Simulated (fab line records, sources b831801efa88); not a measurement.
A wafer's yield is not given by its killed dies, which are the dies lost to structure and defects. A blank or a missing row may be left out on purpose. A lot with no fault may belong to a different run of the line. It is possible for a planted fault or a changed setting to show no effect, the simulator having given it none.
fab line records    flow sky130
[record] lots = 4  wafers = 12  last_day = 50
route steps=708 shown CONTACT@424 METAL1@434 VIA1@458 PAD_OPEN@708
lots untouched by any fault: they come from a run of this same line in which no faults occurred
start_h: hours from the record's first day to the start of the lot's first wafer shown    wait_h: hours elapsed since this lot's preceding step    " the same as in the row above    L1.1+2: one row covering several wafers at once    - value missing, or start not given    * or withheld: withheld    < > ~ a bound
route shown NAME@n: a module of which the file shows steps, and the number in the route of the first    usual: mean/standard deviation taken from wafers without a fault    same: alike in all rows    chamber/n: place in a boat    sites: readings site by site    _std_site: standard deviation of those values    _edge_site: mean of outer sites minus mean of inner sites    radius_mm: how far each site lies from the wafer's centre    mask NAME#n: copy n    behind: the most recent tool/chamber to have shaped the wafer    hold: why the lot was held/for how many hours/how that ended    device: the n, p or np transistor that did not switch    end of line: the same wafers' tests at the end of the route    step lacking rows: just its recipe    killed: at the first sort, the dies lost to defects and structure; wafer yield is something else    map: a wafer's dies, marking killed ones x, the rest . and places with no die _
set.NAME: the setting as run; set.NAME@STEP: as run at that earlier step    model.NAME: the simulator's own value behind a step, which no gauge read
lots seen at some steps along the route; tables by step, rows by wafer
services: the hour from which a tool's chamber was out of use, counted from the record's first day as start_h (under 0 if before that day), plus the number of hours and why
[[steps]]
[step SKY_CONTACT_ETCH_18]
[recipe] target = Si3N4  chemistry = CHF3/O2  stop_on = TiN  source_w = 600  bias_w = 200  pressure_mtorr = 40  chf3_flow_sccm = 50  O2_flow_sccm = 5  time_s = 39  target_depth_a = 750
[step SKY_CONTACT_STRIP_19]
[recipe] chemistry = O2/N2  power_w = 1400  pressure_mtorr = 1500  platen_temp_c = withheld  o2_flow_sccm = 3000  n2_flow_sccm = 300  overash_fraction = 0.5
[step SKY_CONTACT_STRIP_20]
[recipe] chemistry = post_etch_residue_remover  time_s = 1200  temp_c = 72.5
[step SKY_CONTACT_CLEAN_21]
[recipe] chemistry = IPA  time_s = 180  temp_c = 25
[step SKY_CONTACT_CLEAN_22]
[recipe] chemistry = O3/DIW  dry = n2_spin
[step SKY_CONTACT_SPUTTER_23]
[recipe] material = TiN  target_thk_nm = 20  chamber_pressure_pa = 5  power_w = 4000  time_s = 80
[step SKY_CONTACT_CVD_24]
[recipe] material = W  target_thk_nm = 340  time_s = 102.12  temp_c = 400  pressure_torr = 40
[step SKY_CONTACT_CMP_27]
[recipe] stop_on = SiO2  t_overpolish_s = 15  down_force_psi = 3.5  platen_rpm = 60  target_thk_nm = 0  pad_velocity_m_s = 0.94248
[step SKY_METAL1_SPUTTER_00]
[recipe] material = Ti  target_thk_nm = 15  power_w = 3000  time_s = 10  chamber_pressure_pa = 0.4
[step SKY_METAL1_SPUTTER_01]
[recipe] material = TiN  target_thk_nm = 20  power_w = 6500  time_s = 16.7  chamber_pressure_pa = 0.4
[step SKY_METAL1_SPUTTER_02]
[recipe] material = AlCu  target_thk_nm = 250  power_w = 10600  time_s = 13.3  chamber_pressure_pa = 0.4
[usual] chamber_pressure_pa = 0.4000/0.00069  throttle_valve_pct = 30.3/0.86
lot.wafer  tool            chamber  start_h  wait_h  chamber_pressure_pa  throttle_valve_pct
L447.2     pvd_sputter-02  -        735.61   0.0     0.3995               30.5
L447.4     "               -        "        "       0.4004               29.7
L447.5     "               -        "        "       0.4000               29.6
L458.2     pvd_sputter-01  -        830.85   0.0     0.3999               29.0
L458.4     "               -        "        "       0.3996               31.0
L458.5     "               -        "        "       0.4001               31.2
L465.1     pvd_sputter-01  -        880.78   0.0     0.4009               31.4
L465.5     "               -        "        "       0.3999               31.0
L465.6     "               -        "        "       0.4005               31.7
L467.2     pvd_sputter-01  -        902.65   0.0     0.3999               29.2
L467.3     "               -        "        "       0.3994               31.1
L467.6     "               -        "        "       0.3993               29.4
[step SKY_METAL1_SPUTTER_03]
[recipe] material = Ti  target_thk_nm = 5  power_w = 3000  time_s = 3.3  chamber_pressure_pa = 0.4
[step SKY_METAL1_SPUTTER_04]
[recipe] material = TiN  target_thk_nm = 70  power_w = 6500  time_s = 58.3  chamber_pressure_pa = 0.4
[step SKY_METAL1_DEHYDRATE_07]
[recipe] temp_c = 200  time_s = 60
[step SKY_METAL1_HMDS_08]
[recipe] prime_time_s = 60  prime_temp_c = 120
[step SKY_METAL1_COAT_09]
[recipe] resist = BARC  temp_c = withheld  time_s = withheld  spin_rpm = 3000  resist_thk_nm = 60
[step SKY_METAL1_COAT_10]
[recipe] resist = KrF-thick  spin_rpm = 3000  resist_thk_nm = 450
[step SKY_METAL1_SOFTBAKE_11]
[recipe] temp_c = 100  time_s = 90  resist = KrF-thick
[step SKY_METAL1_EXPOSE_12]
[recipe] mask_id = MM1  na = 0.8  source_shape = annular  sigma_inner = 0.55  sigma_outer = 0.85  target_cd_nm = 140  dose_mj = 28
[step SKY_METAL1_PEB_13]
[recipe] peb_temp_c = withheld  peb_time_s = withheld  resist = KrF-thick
[step SKY_METAL1_DEVELOP_14]
[recipe] develop_time_s = 60  resist = KrF-thick  dev_temp_c = 21
[step SKY_METAL1_DESCUM_17]
[recipe] chemistry = O2  source_power_w = 150  bias_power_w = 0  pressure_mtorr = 10  temp_c = 40  time_s = 8
[step SKY_METAL1_ETCH_18]
[recipe] chemistry = N2/H2  target = BARC  ion_energy_ev = 200  bias_w = 100  pressure_mtorr = 30  n2_flow_sccm = 100  h2_flow_sccm = 200  icp_w = 500  stop_on = SiO2  time_s = 45.9  target_depth_a = 600
[step SKY_METAL1_METAL_ETCH_19]
[recipe] target_depth_a = 3600  stop_on = SiO2  over_etch_frac = 0.3  time_s = 78  chemistry = Cl2/BCl3  resist_sidewall_deg = 88  pressure_mtorr = 10  icp_w = 900  bias_w = 48.5  Cl2_flow_sccm = 60  bcl3_flow_sccm = 30
[step SKY_METAL1_STRIP_20]
[recipe] chemistry = O2/N2  power_w = 1400  pressure_mtorr = 1500  platen_temp_c = withheld  o2_flow_sccm = 3000  n2_flow_sccm = 300  overash_fraction = 0.5
[step SKY_METAL1_STRIP_21]
[recipe] chemistry = post_etch_residue_remover  time_s = 1200  temp_c = 72.5
[step SKY_METAL1_CLEAN_22]
[recipe] chemistry = IPA  time_s = 180  temp_c = 25
[step SKY_METAL1_CLEAN_23]
[recipe] chemistry = O3/DIW  dry = n2_spin
[step SKY_VIA1_HDPCVD_00]
[recipe] material = SiO2  target_thk_nm = 1030  sigma_open_frac = 0.3  time_s = 171.7  temp_c = 400  sih4_flow_sccm = 60  pressure_mtorr = 6
[step SKY_VIA1_CMP_02]
[recipe] material = SiO2  down_force_psi = 4  platen_rpm = 60  pad_velocity_m_s = 0.94248
[step SKY_VIA1_DEHYDRATE_04]
[recipe] temp_c = 200  time_s = 60
[step SKY_VIA1_HMDS_05]
[recipe] prime_time_s = 60  prime_temp_c = 120
[step SKY_VIA1_COAT_06]
[recipe] resist = BARC  temp_c = withheld  time_s = withheld  spin_rpm = 3000  resist_thk_nm = 60
[step SKY_VIA1_COAT_07]
[recipe] resist = KrF-thick  spin_rpm = 3000  resist_thk_nm = 450
[step SKY_PAD_OPEN_PROBE_99]
[usual] defect_limited_yield = 82.4/1.9  killed_at_M0_to_M3 = 43/7.1  killed_at_M4_up = 3.2/1.7  killed_at_contacts = 24/5.6  killed_at_front_end = 16/5  killed_at_other = 0.4/0.68  killed_dies = 86/9.3  killed_open = 47/7.1  killed_short = 39/5.7  sort_bin_3_pad_short = 0.9/0.38  sort_bin_5_function = 10.4/1.5  sort_bin_6_memory = 6.3/1.3  sort_n_pass = 406/9.3  sort_yield_pct = 82.4/1.9
[same] gross_dies = 492  killed_at_back_side = 0  sort_bin_4_leakage[%] = 0  sort_bin_8_speed[%] = 0
lot.wafer  tool       chamber  start_h  wait_h  defect_limited_yield[%]  killed_at_M0_to_M3  killed_at_M4_up  killed_at_contacts  killed_at_front_end  killed_at_other  killed_dies  killed_open  killed_short  sort_bin_3_pad_short[%]  sort_bin_5_function[%]  sort_bin_6_memory[%]  sort_n_pass  sort_yield_pct[%]  model.etest.tester.sort_n_pass  model.etest.tester.sort_yield_pct  model.etest.tester.sort_bin_5_pct  model.etest.tester.sort_bin_3_pct
L458.2     prober-02  -        1142.72  0.1     83.1                     44                  2                23                  14                   0                83           43           40            1.2                      10.8                    4.9                   409          83.1               409                             83.13                              10.77                              1.22
L458.4     prober-02  -        1142.82  0.2     82.1                     40                  5                24                  19                   0                88           50           38            0.8                      9.6                     7.5                   404          82.1               404                             82.11                              9.553                              0.813
L458.5     prober-02  -        1142.87  0.2     83.1                     32                  4                28                  19                   0                83           44           39            0.2                      12.8                    3.9                   409          83.1               409                             83.13                              12.8                               0.2033
L465.1     prober-01  -        1180.49  0.1     71.1                     99                  5                30                  8                    0                142          46           35            4.5                      16.3                    8.1                   350          71.1               350                             71.14                              16.26                              4.472
L465.5     prober-01  -        1180.69  0.2     71.7                     100                 3                16                  19                   1                139          44           37            4.1                      18.7                    5.5                   353          71.7               353                             71.75                              18.7                               4.065
L465.6     prober-01  -        1180.74  0.2     71.3                     109                 7                17                  8                    0                141          38           37            3.0                      18.7                    6.9                   351          71.3               351                             71.34                              18.7                               3.049
L467.2     prober-02  -        1193.83  0.1     80.9                     56                  2                23                  13                   0                94           40           36            1.8                      11.8                    5.5                   398          80.9               398                             80.89                              11.79                              1.829
L467.3     prober-02  -        1193.88  0.2     72.8                     93                  1                26                  14                   0                134          42           33            4.5                      15.7                    7.1                   358          72.8               358                             72.76                              15.65                              4.472
L467.6     prober-02  -        1194.03  0.2     81.3                     54                  3                19                  16                   0                92           39           34            2.4                      9.8                     6.5                   400          81.3               400                             81.3                               9.756                              2.439
// killed by level:class
L458.2 VIA1:geometric_particle:open=14 LI_CONTACT:geometric_particle:open=8 VIA2:geometric_particle:open=6 LI_CONTACT:geometric_particle:short=5 CONTACT:geometric_particle:open=5 METAL1:geometric_particle:short=5 POLY_GATE:geometric_particle:short=4 METAL2:geometric_particle:short=4
L458.4 FIELD_ISO:geometric_particle:open=10 VIA1:geometric_particle:open=9 VIA2:geometric_particle:open=8 LI_CONTACT:geometric_particle:open=7 METAL1:geometric_particle:short=7 VIA3:geometric_particle:open=7 LOCAL_INTERCONNECT:geometric_particle:short=5 CONTACT:geometric_particle:open=5
L458.5 LI_CONTACT:geometric_particle:open=11 CONTACT:geometric_particle:open=8 POLY_GATE:geometric_particle:open=7 POLY_GATE:geometric_particle:short=5 METAL2:geometric_particle:short=5 METAL1:geometric_particle:short=4 LOCAL_INTERCONNECT:geometric_particle:short=4 CONTACT:geometric_particle:short=4
L465.1 METAL1:unspecified=61 CONTACT:geometric_particle:open=12 VIA1:geometric_particle:open=11 LI_CONTACT:geometric_particle:open=6 VIA1:geometric_particle:short=6 CONTACT:geometric_particle:short=5 METAL1:geometric_particle:short=5 VIA2:geometric_particle:open=5
L465.5 METAL1:unspecified=58 CONTACT:geometric_particle:open=9 VIA1:geometric_particle:open=9 FIELD_ISO:geometric_particle:short=6 VIA1:geometric_particle:short=5 VIA2:geometric_particle:open=5 VIA3:geometric_particle:open=5 FIELD_ISO:geometric_particle:open=4
L465.6 METAL1:unspecified=66 VIA1:geometric_particle:open=12 METAL1:geometric_particle:short=9 CONTACT:geometric_particle:open=9 METAL2:geometric_particle:short=6 VIA1:geometric_particle:short=5 METAL4:geometric_particle:short=5 LI_CONTACT:geometric_particle:open=4
L467.2 METAL1:unspecified=18 CONTACT:geometric_particle:open=12 VIA1:geometric_particle:open=8 METAL2:geometric_particle:short=7 POLY_GATE:geometric_particle:short=5 CONTACT:geometric_particle:short=5 VIA2:geometric_particle:short=4 FIELD_ISO:geometric_particle:open=3
L467.3 METAL1:unspecified=59 VIA1:geometric_particle:open=11 CONTACT:geometric_particle:open=8 LOCAL_INTERCONNECT:geometric_particle:short=7 CONTACT:geometric_particle:short=7 VIA2:geometric_particle:open=5 VIA3:geometric_particle:open=5 FIELD_ISO:geometric_particle:short=4
L467.6 METAL1:unspecified=19 LI_CONTACT:geometric_particle:open=8 VIA3:geometric_particle:open=7 FIELD_ISO:geometric_particle:open=6 LOCAL_INTERCONNECT:geometric_particle:short=6 VIA1:geometric_particle:open=6 METAL1:geometric_particle:short=5 VIA2:geometric_particle:short=4
// map L465.1 (x killed, . not)
__________.........._________
________......x......._______
______..x..x............_____
_____..xx.....xx..x....x.____
____..x.x......x...x..x...___
___...........x...x........__
__......x..xx..xx...x...x..._
_..x............x............
_...x........xx..x.xx........
_..xx.x..x...x...............
_.x..x.....xx.x.......x......
_.x..xxxx...x................
_..xxxxxxxx..x.....x.x..x..x.
_..xxxxxxx.x....xxxx.........
_xxxxxxxxxxx.....x...x...xx..
__xxxxxxxxxx.....x.xxxx....x_
___xxxxxxxxx...x.........x.__
____xxxxxxxx...x..x.......___
_____xxxxxx.....x..x.x...____
______.x.x.............._____
________x....xx.x...xx_______
__________.........._________
// map L467.3 (x killed, . not)
__________.........x_________
________..........x..._______
______.......x.xx..xxx.._____
_____..xx......x...x.....____
____.....xx....x..........___
___x...................x...__
__........x.x.x..........x.._
_........x...................
_...x....x...x...x...x....x.x
_..x......x.......x....x...x.
_.....x...xx....x...x.....x..
_x.xx.xxx........x...x....x..
_...xxxxxxx....x.......x.....
_...xxxxxxxxx......x........x
_xxxxxxxxxx..x..x........x...
__xxxxxxxxxx.......xx.x....._
___xxxxxxxxxx.........x....__
____xxxxxxxx.......x......___
_____xxxxxx.....x..x..x..____
______...........x......_____
________.x.xx...x....x_______
__________..xx.x..x._________
[[services]]
tool            chamber  start_h  hours  kind
pvd_sputter-02  -        777.74   1.8    repair
pvd_sputter-01  3        780.08   -      consumable_replace:kit
pvd_sputter-01  3        780.08   18.0   scheduled_down
pvd_sputter-01  3        780.08   18.0   vent_cycle
pvd_sputter-01  -        813.63   1.2    repair
pvd_sputter-02  -        831.83   20.9   repair
pvd_sputter-02  -        839.97   14.8   repair
pvd_sputter-02  1        867.37   -      consumable_replace:kit
pvd_sputter-02  1        867.37   18.0   scheduled_down
pvd_sputter-02  1        867.37   18.0   vent_cycle
[[key]]
[first_sign] step = SKY_PAD_OPEN_PROBE_99  reading = sort_bin_3_pad_short  direction = up  sigmas = 6.6  usual = 0.9  struck = 3.4
[effect] step = SKY_PAD_OPEN_PROBE_99  reading = killed_at_M0_to_M3  direction = up  sigmas = 5.9  usual = 43  struck = 85
[model_effect] step = SKY_PAD_OPEN_PROBE_99  value = etest.tester.sort_n_pass  without = 408.8  struck = 368.3
met_at SKY_METAL1_SPUTTER_02
struck_wafers L465.1,L465.5,L465.6,L467.2,L467.3,L467.6
onset_between 830.85 880.78
also_fits time
[fault] kind = chamber_particle_source  tool = pvd_sputter-01  chamber = -  onset_h = 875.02  steps = SKY_METAL1_SPUTTER_02  rate_per_visit_cm2 = 1.6743  end_h = 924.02
